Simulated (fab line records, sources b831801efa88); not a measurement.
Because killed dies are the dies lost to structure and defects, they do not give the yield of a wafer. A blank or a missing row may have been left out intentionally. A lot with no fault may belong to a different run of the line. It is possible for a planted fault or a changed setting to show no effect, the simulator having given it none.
Which tool is to blame? :: flow sky130 :: 11 lots with 33 wafers sampled at 2 steps, on a route of 708 steps

WHAT THE GAUGES READ, wafer by wafer
SKY_LI_CONTACT_THK_MEAS_23: measures by xrf.
lot: L265
measured: day 28 17:28
on: film-metro-04
LI_CONTACT_W_THK (nm): 424 412 412

lot: L267
measured: day 29 12:09
on: film-metro-01
LI_CONTACT_W_THK (nm): 422 421 426

lot: L268
measured: day 29 14:00
on: film-metro-01
LI_CONTACT_W_THK (nm): 415 434 417

lot: L269
measured: day 30 03:15
on: film-metro-01
LI_CONTACT_W_THK (nm): 421 420 414

lot: L277
measured: day 32 20:16
on: film-metro-02
LI_CONTACT_W_THK (nm): 400 399 400

lot: L278
measured: day 33 06:05
on: film-metro-04
LI_CONTACT_W_THK (nm): 416 426 427

lot: L281
measured: day 34 12:28
on: film-metro-01
LI_CONTACT_W_THK (nm): 427 422 432

lot: L284
measured: day 35 09:37
on: film-metro-02
LI_CONTACT_W_THK (nm): 409 404 409

lot: L286
measured: day 35 14:27
on: film-metro-02
LI_CONTACT_W_THK (nm): 404 417 416

lot: L287
measured: day 36 02:22
on: film-metro-04
LI_CONTACT_W_THK (nm): 419 418 421

lot: L288
measured: day 36 11:40
on: film-metro-04
LI_CONTACT_W_THK (nm): 422 420 426

TOOL THAT RAN EACH LOT (tool first, then ch and the chambers of the sampled wafers, then the start)
lot: L265
SKY_LI_CONTACT_STRIP_16: plasma-asher-04 ch 0,1, day 28 16:46

lot: L267
SKY_LI_CONTACT_STRIP_16: plasma-asher-01 ch 0,1, day 29 11:28

lot: L268
SKY_LI_CONTACT_STRIP_16: plasma-asher-04 ch 0,1, day 29 13:19

lot: L269
SKY_LI_CONTACT_STRIP_16: plasma-asher-03 ch 0,1, day 30 02:34

lot: L277
SKY_LI_CONTACT_STRIP_16: plasma-asher-03 ch 0,1, day 32 19:37

lot: L278
SKY_LI_CONTACT_STRIP_16: plasma-asher-03 ch 0,1, day 33 05:13

lot: L281
SKY_LI_CONTACT_STRIP_16: plasma-asher-01 ch 0,1, day 34 11:47

lot: L284
SKY_LI_CONTACT_STRIP_16: plasma-asher-04 ch 0,1, day 35 08:55

lot: L286
SKY_LI_CONTACT_STRIP_16: plasma-asher-03 ch 0,1, day 35 13:46

lot: L287
SKY_LI_CONTACT_STRIP_16: plasma-asher-04 ch 1, day 36 01:41

lot: L288
SKY_LI_CONTACT_STRIP_16: plasma-asher-03 ch 0,1, day 36 10:59
- SKY_LI_CONTACT_STRIP_16: strips in O2/N2.

THE ANSWER, worked out from the rows above alone
Rule: what is usual is taken from the lots themselves. Put in order of their means at a reading, lots are off if they are a third of the lots or fewer, leave a main group of 4 or more, and stand apart from it by a gap of 3 or more times the standard deviation of the main group's means; of several such gaps the widest counts. The tables above print the reading to a certain number of digits; a main group whose means all agree to those digits is not used. A lot without any number at a reading at which 4 lots or more have one is off too. The other lots that the step has rows for count as sound.
Across all readings shown, no lot is off: no conclusion can be drawn from this.

WHAT THE SIMULATOR HAD INSERTED
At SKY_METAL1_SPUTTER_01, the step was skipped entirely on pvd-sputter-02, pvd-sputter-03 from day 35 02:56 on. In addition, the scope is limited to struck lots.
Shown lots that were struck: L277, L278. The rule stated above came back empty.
